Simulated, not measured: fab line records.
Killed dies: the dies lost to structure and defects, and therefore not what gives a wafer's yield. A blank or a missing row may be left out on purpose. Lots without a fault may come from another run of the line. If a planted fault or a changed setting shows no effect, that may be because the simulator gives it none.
One fault seen from 2 desks || flow gf180mcu || numbers are kept per desk, each desk with only its own; the story behind them comes last

## THE METROLOGY DESK
Means of the sampled wafers that have a number, per lot and without regard to the tool the lot ran on: this is what the gauges read. Any lot whose mean is over 4 standard deviations away from the usual mean is out of limits and marked OUT; that distance is given in the brackets.
Columns: A = V2_CVD_02_THK at GF_V2_THK_MEAS_03, usual 852 nm
{"lot": "L551", "first seen here": "day 19 22:20", "A": 842}
{"lot": "L552", "first seen here": "day 20 08:12", "A": 843}
{"lot": "L553", "first seen here": "day 20 10:31", "A": 853}
{"lot": "L554", "first seen here": "day 21 03:55", "A": 865}
{"lot": "L555", "first seen here": "day 21 07:39", "A": 867}
{"lot": "L557", "first seen here": "day 22 03:55", "A": 841}
{"lot": "L558", "first seen here": "day 22 09:31", "A": 854}
{"lot": "L559", "first seen here": "day 22 12:52", "A": 864}
{"lot": "L562", "first seen here": "day 23 17:40", "A": 845}
{"lot": "L567", "first seen here": "day 25 11:23", "A": 848}
{"lot": "L569", "first seen here": "day 26 02:46", "A": 853}
{"lot": "L570", "first seen here": "day 26 06:01", "A": 848}
{"lot": "L572", "first seen here": "day 27 06:42", "A": 848}
{"lot": "L573", "first seen here": "day 27 08:38", "A": 852}
Finding of this desk: none of the 14 lots has anything out of limits.

## TOOL OWNER'S DESK, implanter-04
The tool's own readings at GF_DNWELL_IMPLANT_07: means of the sampled wafers that have a number, for each lot that ran on this tool. Any lot whose mean is over 4 standard deviations away from the usual mean is out of limits and marked OUT; that distance is given in the brackets.
Columns: A = doseIonsCm2 at GF_DNWELL_IMPLANT_07, usual 9.998e+12
{"lot": "L551", "first seen here": "day 3 02:49", "A": 1.000e+13}
{"lot": "L552", "first seen here": "day 3 05:54", "A": 9.997e+12}
{"lot": "L553", "first seen here": "day 3 10:17", "A": 9.989e+12}
{"lot": "L554", "first seen here": "day 3 16:47", "A": 9.995e+12}
{"lot": "L569", "first seen here": "day 6 23:16", "A": "1.041e+13 (+42) OUT"}
{"lot": "L570", "first seen here": "day 7 04:33", "A": "1.041e+13 (+42) OUT"}
This desk's verdict: out of limits on L569, L570, starting with L569 at day 6 23:16 (doseIonsCm2 at GF_DNWELL_IMPLANT_07). In limits: L551, L552, L553, L554.

## BROUGHT TOGETHER
An alarm could have come from the tool owner's desk at day 6 23:16, on L569, L570.
Metrology desk: nothing out of limits seen.
The metrology desk has L569, L570 on record, within its limits.
Of the lots named, all ran GF_DNWELL_IMPLANT_07 on implanter-04.

## WHAT WAS PUT IN BY THE SIMULATOR
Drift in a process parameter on implanter-04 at GF_DNWELL_IMPLANT_07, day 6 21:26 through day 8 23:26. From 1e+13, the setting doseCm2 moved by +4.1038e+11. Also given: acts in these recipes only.
Lots struck among those shown: L569, L570.
Time in hours from fault onset to the first out-of-limits reading at each desk: the tool owner's desk, 2.
